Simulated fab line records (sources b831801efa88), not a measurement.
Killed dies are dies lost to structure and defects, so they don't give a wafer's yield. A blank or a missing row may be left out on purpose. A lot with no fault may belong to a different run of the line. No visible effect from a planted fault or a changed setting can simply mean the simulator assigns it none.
A struck lot beside a sound one :: flow sfqLine :: 14 out of 325 route steps
Sound: the wafers L763.2, L763.4, L763.5. The struck wafers were L773.1, L773.4, L773.6. Last of all comes the cause.
Per side, at each step with rows, come the tool, then ch with its chambers, and then its first start. Under that, the readings that differ: sound wafers :: struck wafers :: difference of the means :: sigmas: that difference in standard deviations of wafers without a fault.
alike: a reading whose means differ by less than 2 such deviations, as well as words and numbers matching on both sides. not compared: withheld readings; readings where some wafer has no value; bounds like >300 that might hide an equal value; numbers whose values overlap and for which the record gives no deviation.
A row with sigmas, a row that says differs or no value, or rows on one side alone: a step with any of these is where the two part. Numbers that don't overlap but have no deviation are shown without sigmas and don't part them. A reading missing from all wafers of one side parts the sides only when that side holds two or more wafers.

first, 3 steps without rows for these wafers: SFQ_TRILAYER_I4_VIA_LITHO_EXPOSE_104 (exposes mask I4, target cd 700 nm); SFQ_TRILAYER_I4_VIA_LITHO_PEB_106 (peb time 60 s); SFQ_TRILAYER_I4_VIA_LITHO_DEVELOP_105 (time 60 s).
SFQ_I4_OVL_MEAS_928:
  sound: overlay-02 at day 47 21:05; struck: overlay-01 at day 50 13:35
  alike: I4_OVL
SFQ_TRILAYER_I4_VIA_BARC_OPEN_VIA_ETCH_146: etches BARC in O2, target depth 125 nm, time 41.7 s.
  sound on rieDiel-03 ch 0,1,3, day 47 21:07; struck on rieDiel-04 ch 0,1,3, day 50 13:37
  alike: drypumpMotorCurrentA, oesProductAu
  not compared: rfHoursCounterH
SFQ_TRILAYER_I4_VIA_ETCH_VIA_ETCH_106: etches SiO2 in CHF3, stops on Nb, target depth 260 nm.
  sound on rieDiel-03 ch 0,1,3, day 47 21:10; struck on rieDiel-04 ch 0,1,3, day 50 13:40
  alike: drypumpMotorCurrentA, oesProductAu
SFQ_TRILAYER_I4_VIA_STRIP_STRIP_107: strips in O2.
  sound on rieMetal-02 ch 1, day 47 21:42; struck on rieMetal-04 ch 1, day 50 13:46
reading: oesProductAu (a.u.)
sound: 1.028 1.027 1.023
struck: 0.980 0.987 0.989
difference: -0.041
sigmas: -3
  alike: drypumpMotorCurrentA
  not compared: rfHoursCounterH
then, 2 steps without rows for these wafers: SFQ_TRILAYER_I4_VIA_STRIP_SOLV_CLEAN_108 (cleans in NMP, time 600 s); SFQ_TRILAYER_JJ_TRILAYER_DEP_PRE_CLEAN_113 (time 22.5 s).
SFQ_TRILAYER_JJ_TRILAYER_DEP_SPUTTER_109: material Nb, target thk 150 nm, time 100 s.
  sound: pvdSputter-05 at day 47 22:54; struck: pvdSputter-05 at day 50 14:35
  alike: chamberPressurePa, throttleValvePct
SFQ_TRILAYER_JJ_TRILAYER_DEP_SPUTTER_110: material Al, target thk 8 nm, time 10 s.
  sound: pvdSputter-05 at day 47 22:59; struck: pvdSputter-05 at day 50 14:39
  alike: chamberPressurePa, throttleValvePct
then, 1 step without rows for these wafers: SFQ_TRILAYER_JJ_TRILAYER_DEP_AL_OXIDATION_111 (oxidation time 600 s).
SFQ_TRILAYER_JJ_TRILAYER_DEP_SPUTTER_112: material Nb, target thk 170 nm, time 113.3 s.
  sound: pvdSputter-05 at day 48 00:00; struck: pvdSputter-05 at day 50 15:40
reading: chamberPressurePa (Pa)
sound: 0.1334 0.13286 0.13329
struck: 0.13903 0.13823 0.13867
difference: +0.00546
sigmas: +21
  alike: throttleValvePct
SFQ_JJ_RS_MEAS_929: uses a four-point probe to measure.
  sound: filmMetro-03 at day 48 00:06; struck: filmMetro-03 at day 50 15:45
  alike: JJ_NB_RS

== WHERE THEY PART ==
First at SFQ_TRILAYER_I4_VIA_STRIP_STRIP_107; last, within this record, at SFQ_TRILAYER_JJ_TRILAYER_DEP_SPUTTER_112. Later steps at which nothing parts them and some readings are alike: SFQ_JJ_RS_MEAS_929.

WHY: what the simulator had put in
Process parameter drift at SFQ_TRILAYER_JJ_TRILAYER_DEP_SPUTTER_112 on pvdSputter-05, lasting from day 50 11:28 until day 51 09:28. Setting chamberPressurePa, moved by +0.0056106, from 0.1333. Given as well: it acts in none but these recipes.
